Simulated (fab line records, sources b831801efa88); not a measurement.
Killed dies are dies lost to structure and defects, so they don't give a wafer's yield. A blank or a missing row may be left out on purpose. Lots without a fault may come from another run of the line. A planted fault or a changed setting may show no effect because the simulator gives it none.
fab line records | flow gf180mcu
record lots=13 wafers=39 last_day=34
route steps=602 shown STI@24 V1@350 V2@383
lots that met no fault: from a run of the same line without faults
start_h: hours from the record's first day to the start of the lot's first wafer shown | wait_h: hours since the lot's step before | " the same as in the row above | L1.1+2: a row that stands for several wafers | - no value, or no start given | * or withheld: withheld | < > ~ a bound
route shown NAME@n: a module of which the file shows steps, and the number in the route of the first | usual: mean/standard deviation of fault-free wafers | same: alike in all rows | chamber/n: place in a boat | sites: the reading at each site | _std_site: their standard deviation | _edge_site: outer sites' mean less inner sites' | radius_mm: how far each site lies from the wafer's centre | mask NAME#n: copy n | behind: the tool/chamber that last shaped the wafer | hold: why the lot was held/for how many hours/how that ended | device: the transistor (n, p or np) that didn't switch | end of line: the same wafers' tests at the end of the route | a step without rows: its recipe alone | killed: dies lost to structure and defects at the first sort, not the wafer's yield | map: a wafer's dies, x killed, . not, _ none there
set.NAME: the setting as run; set.NAME@STEP: as run at that earlier step | model.NAME: the simulator's own value behind a step, which no gauge read
steps of the route over a sample of lots; a table a step, a row a wafer
services: from which hour (start_h, from the record's first day; less than 0 if before it) a tool's chamber was out of use, for how many hours, and why
## steps
# step GF_STI_CVD_23
# recipe material=SiO2 target_thk_nm=650 sigma_open_frac=0.3 time_s=108.3 temp_c=600 sih4_flow_sccm=60 pressure_mtorr=6
# columns lot.wafer tool chamber start_h wait_h
L853.1+2+6 hdpcvd-02 2,0,2 27.58 0.1
L855.1+4+5 hdpcvd-01 1,1,0 40.28 0.1
L856.2+3+5 hdpcvd-01 2,0,0 44.20 0.0
L857.2+4+5 hdpcvd-02 0,0,2 48.40 0.0
L859.2+5+6 hdpcvd-02 2,2,1 58.43 0.0
L860.3+4+6 hdpcvd-02 2,2,0 64.79 0.0
L861.2+4+5 hdpcvd-01 0,1,0 68.17 0.0
L863.1+3+4 hdpcvd-02 2,1,0 79.15 0.1
L868.1+3+6 hdpcvd-02 2,1,2 104.76 0.1
L871.2+3+4 hdpcvd-01 2,1,0 120.11 0.0
L872.3+5+6 hdpcvd-01 2,0,2 129.72 0.0
L873.3+5+6 hdpcvd-01 0,0,2 132.40 0.0
L876.2+3+6 hdpcvd-01 2,1,2 146.26 0.0
# step GF_STI_THK_MEAS_24
# recipe reads=SiO2_of_STI_CVD_23
# usual STI_CVD_23_THK=655/7.9
# columns lot.wafer tool chamber start_h wait_h STI_CVD_23_THK[nm]
L853.1 film_metro-01 - 27.65 0.0 662
L853.2 " - " " 646
L853.6 " - " " 664
L855.1 film_metro-03 - 40.36 0.0 660
L855.4 " - " " 658
L855.5 " - " " 667
L856.2 film_metro-04 - 44.29 0.0 644
L856.3 " - " " 656
L856.5 " - " " 660
L857.2 film_metro-04 - 48.49 0.0 658
L857.4 " - " " 658
L857.5 " - " " 678
L859.2 film_metro-03 - 58.51 0.0 663
L859.5 " - " " 660
L859.6 " - " " 659
L860.3 film_metro-04 - 64.89 0.1 665
L860.4 " - " " 666
L860.6 " - " " 653
L861.2 film_metro-04 - 68.30 0.1 667
L861.4 " - " " 655
L861.5 " - " " 664
L863.1 film_metro-04 - 79.23 0.0 663
L863.3 " - " " 642
L863.4 " - " " 648
L868.1 film_metro-04 - 104.84 0.0 687
L868.3 " - " " 645
L868.6 " - " " 658
L871.2 film_metro-04 - 120.20 0.0 654
L871.3 " - " " 659
L871.4 " - " " 662
L872.3 film_metro-01 - 129.82 0.1 649
L872.5 " - " " 651
L872.6 " - " " 640
L873.3 film_metro-04 - 132.50 0.1 657
L873.5 " - " " 655
L873.6 " - " " 649
L876.2 film_metro-03 - 146.35 0.0 647
L876.3 " - " " 652
L876.6 " - " " 642
# step GF_V1_OVL_MEAS_15
# usual V1_OVL=3/6.1
# columns lot.wafer tool chamber start_h wait_h V1_OVL[nm]
L853.1 overlay-01 - 410.03 0.1 5
L853.2 " - " " 9
L853.6 " - " " 4
L855.1 overlay-02 - 429.13 0.1 4
L855.4 " - " " 6
L855.5 " - " " 4
L856.2 overlay-01 - 437.50 0.1 -6
L856.3 " - " " -3
L856.5 " - " " 0
L857.2 overlay-02 - 444.87 0.1 -4
L857.4 " - " " 6
L857.5 " - " " 4
L859.2 overlay-02 - 464.85 0.1 9
L859.5 " - " " 1
L859.6 " - " " 5
L860.3 overlay-02 - 473.27 0.1 -2
L860.4 " - " " -2
L860.6 " - " " -4
L861.2 overlay-01 - 479.72 0.1 0
L861.4 " - " " 0
L861.5 " - " " 6
L863.1 overlay-01 - 501.30 0.1 2
L863.3 " - " " 5
L863.4 " - " " -4
L868.1 overlay-01 - 544.65 0.1 7
L868.3 " - " " 4
L868.6 " - " " -2
L871.2 overlay-02 - 566.77 0.1 7
L871.3 " - " " 7
L871.4 " - " " 9
L872.3 overlay-01 - 585.57 0.1 6
L872.5 " - " " 6
L872.6 " - " " 3
L873.3 overlay-02 - 586.59 0.1 -1
L873.5 " - " " 1
L873.6 " - " " 8
L876.2 overlay-01 - 604.35 0.1 8
L876.3 " - " " 11
L876.6 " - " " 6
# step GF_V1_SPUTTER_21
# recipe material=Ti target_thk_nm=15 chamber_pressure_pa=5 power_w=2500 substrate_temp_c=200 time_s=80.02
# usual throttle_valve_pct=30.3/0.64
# same time_s=80.02
# columns lot.wafer tool chamber start_h wait_h throttle_valve_pct
L853.1 pvd_sputter-02 - 410.73 0.0 30.8
L853.2 " - " " 29.6
L853.6 " - " " 29.5
L855.1 pvd_sputter-02 - 429.83 0.0 30.6
L855.4 " - " " 29.8
L855.5 " - " " 29.8
L856.2 pvd_sputter-02 - 438.21 0.0 30.2
L856.3 " - " " 29.6
L856.5 " - " " 30.3
L857.2 pvd_sputter-04 - 445.60 0.0 30.7
L857.4 " - " " 30.7
L857.5 " - " " 30.6
L859.2 pvd_sputter-01 - 465.55 0.0 31.8
L859.5 " - " " 30.5
L859.6 " - " " 30.6
L860.3 pvd_sputter-02 - 474.39 0.0 29.5
L860.4 " - " " 29.8
L860.6 " - " " 29.6
L861.2 pvd_sputter-02 - 480.75 0.0 29.7
L861.4 " - " " 30.6
L861.5 " - " " 29.6
L863.1 pvd_sputter-02 - 502.00 0.0 29.8
L863.3 " - " " 30.1
L863.4 " - " " 30.7
L868.1 pvd_sputter-02 - 545.35 0.0 29.8
L868.3 " - " " 29.8
L868.6 " - " " 29.8
L871.2 pvd_sputter-04 - 567.50 0.0 30.7
L871.3 " - " " 30.9
L871.4 " - " " 30.8
L872.3 pvd_sputter-01 - 586.26 0.0 30.6
L872.5 " - " " 29.8
L872.6 " - " " 31.7
L873.3 pvd_sputter-04 - 587.28 0.0 31.2
L873.5 " - " " 30.7
L873.6 " - " " 31.0
L876.2 pvd_sputter-02 - 605.05 0.0 29.7
L876.3 " - " " 29.8
L876.6 " - " " 29.8
# step GF_V2_THK_MEAS_01
# recipe reads=SiO2_of_V2_CVD_00
# usual V2_CVD_00_THK=604/8.1
# columns lot.wafer tool chamber start_h wait_h V2_CVD_00_THK[nm]
L853.1 film_metro-01 - 436.78 0.0 590
L853.2 " - " " 605
L853.6 " - " " 595
L855.1 film_metro-04 - 456.10 0.0 593
L855.4 " - " " 605
L855.5 " - " " 604
L856.2 film_metro-02 - 464.35 0.0 602
L856.3 " - " " 596
L856.5 " - " " 591
L857.2 film_metro-04 - 471.98 0.0 600
L857.4 " - " " 604
L857.5 " - " " 607
L859.2 film_metro-04 - 492.49 0.0 607
L859.5 " - " " 604
L859.6 " - " " 605
L860.3 film_metro-01 - 500.40 0.1 600
L860.4 " - " " 596
L860.6 " - " " 607
L861.2 film_metro-04 - 505.94 0.0 601
L861.4 " - " " 597
L861.5 " - " " 594
L863.1 film_metro-02 - 526.80 0.0 603
L863.3 " - " " 608
L863.4 " - " " 596
L868.1 film_metro-01 - 568.86 0.0 605
L868.3 " - " " 592
L868.6 " - " " 592
L871.2 film_metro-01 - 591.09 0.0 622
L871.3 " - " " 626
L871.4 " - " " 625
L872.3 film_metro-04 - 609.13 0.1 604
L872.5 " - " " 609
L872.6 " - " " 620
L873.3 film_metro-04 - 610.01 0.1 590
L873.5 " - " " 609
L873.6 " - " " 606
L876.2 film_metro-04 - 627.46 0.0 599
L876.3 " - " " 599
L876.6 " - " " 596
## services
# columns tool chamber start_h hours kind
hdpcvd-01 - 16.95 6.2 repair
hdpcvd-01 2 56.85 12.9 repair
pvd_sputter-01 - 65.50 1.4 repair
hdpcvd-02 1 94.00 5.7 repair
pvd_sputter-02 - 94.96 13.3 repair
pvd_sputter-04 - 105.22 3.2 repair
hdpcvd-01 2 113.30 5.8 repair
pvd_sputter-01 - 212.48 0.9 repair
hdpcvd-01 - 212.97 0.6 repair
hdpcvd-01 - 272.86 1.4 repair
hdpcvd-02 - 277.48 6.0 pm
hdpcvd-02 1 323.56 2.7 repair
pvd_sputter-02 - 334.84 2.3 repair
hdpcvd-01 - 354.85 0.6 repair
pvd_sputter-02 - 388.29 3.1 repair
pvd_sputter-01 - 397.54 0.9 repair
pvd_sputter-01 - 409.29 2.7 repair
hdpcvd-01 - 423.41 0.6 repair
hdpcvd-01 - 468.86 2.8 pm
pvd_sputter-04 - 471.62 1.3 repair
hdpcvd-02 - 498.60 2.8 pm
pvd_sputter-02 - 535.11 0.8 repair
hdpcvd-01 - 539.25 15.0 pm
pvd_sputter-02 - 561.87 4.2 repair
## key
first_sign step=GF_STI_THK_MEAS_24 reading=STI_CVD_23_THK direction=up sigmas=4 usual=655 struck=687
effect none on later readings
met_at GF_STI_CVD_23
struck_lots L868
struck_wafers L868.1
tester_left_out L868
not_acting_at GF_V1_OVL_MEAS_15,GF_V1_SPUTTER_21,GF_V2_THK_MEAS_01
onset_between 79.15 104.76
fault kind=process_parameter_drift tool=hdpcvd-02 chamber=- onset_h=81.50 steps=GF_STI_CVD_23 channel=target_thk_nm offset=30.888 shape=step end_h=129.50 scope=struck_wafers_only acts_in=these_recipes_only stated=650
# tester_left_out: of these lots the tester's yield and bins aren't shown, on N5 and GAA mostly nor the transistor test; their killed dies are dies lost to structure and defects alone, not to doping, threshold or leakage, so they don't give the yield
